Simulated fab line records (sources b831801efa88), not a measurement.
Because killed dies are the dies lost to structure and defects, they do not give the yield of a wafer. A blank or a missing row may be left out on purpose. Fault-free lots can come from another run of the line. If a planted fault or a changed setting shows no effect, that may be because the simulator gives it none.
Comparing a struck lot with a sound one ; flow sky130 ; 35 steps out of a route of 708
Sound: these wafers, L854.4, L854.5, L854.6. Wafers L866.2, L866.3, L866.5 were the ones struck. The cause comes at the end.
Order at every step that has rows: each side's tool, ch and its chambers, its first start. Under that, the readings that differ: sound wafers ; struck wafers ; difference of the means ; sigmas: that difference in standard deviations of wafers without a fault.
alike: same words and numbers on both sides, and readings whose means sit less than 2 such deviations apart. not compared: any withheld reading, any reading some wafer has no value for, any bound like >300 that may hide the same value, and any number with overlapping values for which the record gives no deviation.
The two part at a step that has a row with sigmas, a row that says differs or no value, or rows on one side only. Non-overlapping numbers with no deviation appear without sigmas and do not part them. A reading missing from all wafers of one side parts the sides only when that side holds two or more wafers.

SKY_SD_P_CD_MEAS_07 targets a cd of 380 nm.
  sound on cd-sem-01, day 28 18:38; struck on cd-sem-01, day 32 08:10
reading;sound;struck;difference;sigmas
cd-nm (nm);378.3 377.2 377.1;383.6 383.7 383.6;+6.1;+3
SKY_SD_P_OVL_MEAS_08:
  sound on overlay-01, day 28 18:43; struck on overlay-02, day 32 08:17
  alike: SD_P_OVL
after that, 1 step had no rows for these wafers: SKY_SD_P_IMPLANT_09.
SKY_SD_P_STRIP_10: strips in O2/N2.
  sound on plasma-asher-04 ch 0,1, day 28 18:55; struck on plasma-asher-02 ch 0,1, day 32 08:28
  alike: drypump-motor-current-A, oes-product-au, strip-time-to-endpoint-s
  not compared: rf-hours-counter-h
SKY_SD_P_TW_MEAS_11:
  sound on film-metro-04, day 28 19:01; struck on film-metro-04, day 32 08:34
  alike: SD_P_TW
then, 7 steps without rows for these wafers: SKY_RES_XHIGH_DEHYDRATE_00 (time 60 s); SKY_RES_XHIGH_HMDS_01 (prime time 60 s); SKY_RES_XHIGH_COAT_02 (resist thk 1140 nm); SKY_RES_XHIGH_SOFTBAKE_03 (time 60 s); SKY_RES_XHIGH_EXPOSE_04 (exposes mask URPM, target cd 1270 nm); SKY_RES_XHIGH_PEB_05; SKY_RES_XHIGH_DEVELOP_06 (develop time 60 s).
SKY_RES_XHIGH_IMPLANT_07:
  sound on implanter-03 ch 0, day 29 23:15; struck on implanter-03 ch 0, day 33 11:19
reading;sound;struck;difference;sigmas
beam-on-s (s);44.5 44.0 44.5;22.7 23.1 23.1;-21.4;-11
dose-ions-cm2;3.611e+14 3.602e+14 3.605e+14;1.863e+14 1.863e+14 1.865e+14;-1.742e+14;-99 or more
SKY_RES_XHIGH_STRIP_08: strips in O2/N2.
  sound on plasma-asher-04 ch 0,1, day 29 23:22; struck on plasma-asher-03 ch 0, day 33 11:26
reading;sound;struck;difference;sigmas
strip-time-to-endpoint-s (s);14.27 14.28 14.23;14.17 14.17 14.12;-0.11;-3
  alike: drypump-motor-current-A, oes-product-au
  not compared: rf-hours-counter-h
SKY_RES_XHIGH_TW_MEAS_09:
  sound on film-metro-02, day 29 23:28; struck on film-metro-04, day 33 11:32
reading;sound;struck;difference;sigmas
RES_XHIGH_TW;1617 1621 1615;1309 1324 1322;-299;-27
then, 7 steps without rows for these wafers: SKY_SD_N_DEHYDRATE_00 (time 60 s); SKY_SD_N_HMDS_01 (prime time 60 s); SKY_SD_N_COAT_02 (resist thk 1140 nm); SKY_SD_N_SOFTBAKE_03 (time 60 s); SKY_SD_N_EXPOSE_04 (exposes mask NSDM, target cd 380 nm); SKY_SD_N_PEB_05; SKY_SD_N_DEVELOP_06 (develop time 60 s).
SKY_SD_N_CD_MEAS_07 targets a cd of 380 nm.
  sound on cd-sem-02, day 31 01:46; struck on cd-sem-02, day 34 13:34
  alike: cd-nm
SKY_SD_N_OVL_MEAS_08:
  sound on overlay-01, day 31 01:50; struck on overlay-01, day 34 13:40
  alike: SD_N_OVL
then, 2 steps without rows for these wafers: SKY_SD_N_IMPLANT_09; SKY_SD_N_IMPLANT_10.
SKY_SD_N_STRIP_11: strips in O2/N2.
  sound on plasma-asher-02 ch 0,1, day 31 02:11; struck on plasma-asher-02 ch 0,1, day 34 14:00
  alike: drypump-motor-current-A, oes-product-au, strip-time-to-endpoint-s
  not compared: rf-hours-counter-h
SKY_SD_N_TW_MEAS_12:
  sound on film-metro-03, day 31 02:17; struck on film-metro-03, day 34 14:07
  alike: SD_N_TW
then, 1 step without rows for these wafers: SKY_SD_N_CLEAN_13 (cleans in SC1/SC2, time 150 s).
SKY_SD_N_RTA_14: time 2 s.
  sound on rtp-anneal-01 ch 0, day 31 02:24; struck on rtp-anneal-01 ch 0, day 34 14:13
  alike: lamp-power-pct, wafer_temp_C_max
SKY_SD_N_RS_MEAS_16: uses a four-point probe to measure.
  sound on film-metro-02, day 31 02:36; struck on film-metro-03, day 34 14:24
  alike: SD_N_RS
SKY_SD_N_RS_MEAS_17: uses a four-point probe to measure.
  sound on film-metro-02, day 31 02:43; struck on film-metro-03, day 34 14:31
  alike: SD_P_RS
SKY_SD_N_RS_MEAS_18: uses a four-point probe to measure.
  sound on film-metro-02, day 31 02:50; struck on film-metro-03, day 34 14:38
reading;sound;struck;difference;sigmas
RES_XHIGH_RS (ohm/sq);332.1 331.9 333.0;575.3 572.6 568.8;+239.9;+99 or more
then, 1 step without rows for these wafers: SKY_SALICIDE_CLEAN_00 (cleans in HF-last, time 30 s).
-- the record jumps here: 16 days lie between the struck wafers' starts before and after (it left off in module SALICIDE and takes up again in module PAD_OPEN, whose first step shown is number 708 of the route) --
SKY_PAD_OPEN_PROBE_99:
  sound on prober-01, day 48 05:55; struck on prober-02, day 50 11:20
reading;sound;struck;difference;sigmas
killed-dies;70 70 81;85 100 100;+21;+2
model.etest.res-xhigh-po.line-ohm-um;5882 5828 5779;2.848e+04 2.93e+04 2.768e+04;+2.266e+04;
model.etest.res-xhigh-po.rs-ohm-sq;2080 2062 2056;9965 1.019e+04 9730;+7896;
model.etest.res-xhigh-po.rs-ohm-sq-range;72.21 57.24 56.03;486.7 521.6 481.5;+434.8;
model.etest.res-xhigh-po.rs-ohm-sq-rim-less-centre;-36.71 -19.42 -1.663;-437 -312.3 -437.1;-376;
  alike: killed_at_M0_to_M3, killed_at_M4_up, killed-at-contacts, killed-at-front-end, killed-at-other, killed-open, killed-short

WHERE THEY PART
At SKY_SD_P_CD_MEAS_07 first; at SKY_PAD_OPEN_PROBE_99 last (within this record only).

WHY: the cause the simulator had injected
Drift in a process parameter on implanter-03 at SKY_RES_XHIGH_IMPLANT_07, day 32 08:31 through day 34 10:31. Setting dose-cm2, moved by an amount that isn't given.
